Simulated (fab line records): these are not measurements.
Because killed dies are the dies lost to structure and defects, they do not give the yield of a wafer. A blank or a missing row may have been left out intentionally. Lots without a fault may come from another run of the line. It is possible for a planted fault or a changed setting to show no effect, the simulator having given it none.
Chamber matching + flow sfqLine + 4 sister chambers for SFQ_TRILAYER_I1_CMP_CMP_046 on cmp-01
The step polishes SiO2. 8 wafers are shown with their chamber, then 7 later ones without.

WAFERS WITH THEIR CHAMBER
| wafer  | chamber | motorCurrentA (A) | timeToEndpointS (s) |
|--------|---------|-------------------|---------------------|
| L715.6 | 2       | 10.4              | 213                 |
| L722.1 | 2       | 10.8              | 214                 |
| L723.2 | 1       | 8.0               | 222                 |
| L723.1 | 3       | 10.5              | 211                 |
| L723.6 | 1       | 7.3               | 232                 |
| L729.3 | 3       | 10.5              | 206                 |
| L729.4 | 0       | 12.4              | 211                 |
| L730.4 | 0       | 12.2              | 214                 |

WAFERS WITH NO CHAMBER GIVEN
| wafer  | motorCurrentA (A) | timeToEndpointS (s) |
|--------|-------------------|---------------------|
| L730.6 | 12.6              | 190                 |
| L731.1 | 10.9              | 213                 |
| L731.3 | 7.6               | 219                 |
| L731.6 | 10.7              | 217                 |
| L734.2 | 12.6              | 214                 |
| L734.3 | 10.1              | 209                 |
| L734.5 | 12.1              | 215                 |

CHAMBER TAKEN BY EACH
| wafer  | from the rows above     | in truth |
|--------|-------------------------|----------|
| L730.6 | 0                       | 0        |
| L731.1 | can't be placed: 2 or 3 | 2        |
| L731.3 | 1                       | 1        |
| L731.6 | can't be placed: 2 or 3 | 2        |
| L734.2 | 0                       | 0        |
| L734.3 | can't be placed: 3 or 2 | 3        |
| L734.5 | 0                       | 0        |
4 of 7 placed correctly. These rows do not allow placing 3 (true chamber among the candidates in 3). Number placed wrongly: 0.
How it was worked out, from the rows above alone: a wafer's distance from a chamber is the root of the sum, over the readings, of the square of ((its reading less the chamber's mean) divided by the reading's scatter). The wafer belongs to the nearest chamber; if the next one is less than 2 further off, it can't be placed. Each chamber's mean is taken over the wafers shown for it. The scatter: take each reading less its chamber's mean, square it, sum over the shown wafers, divide by the number of wafers less the number of chambers, and take the root.
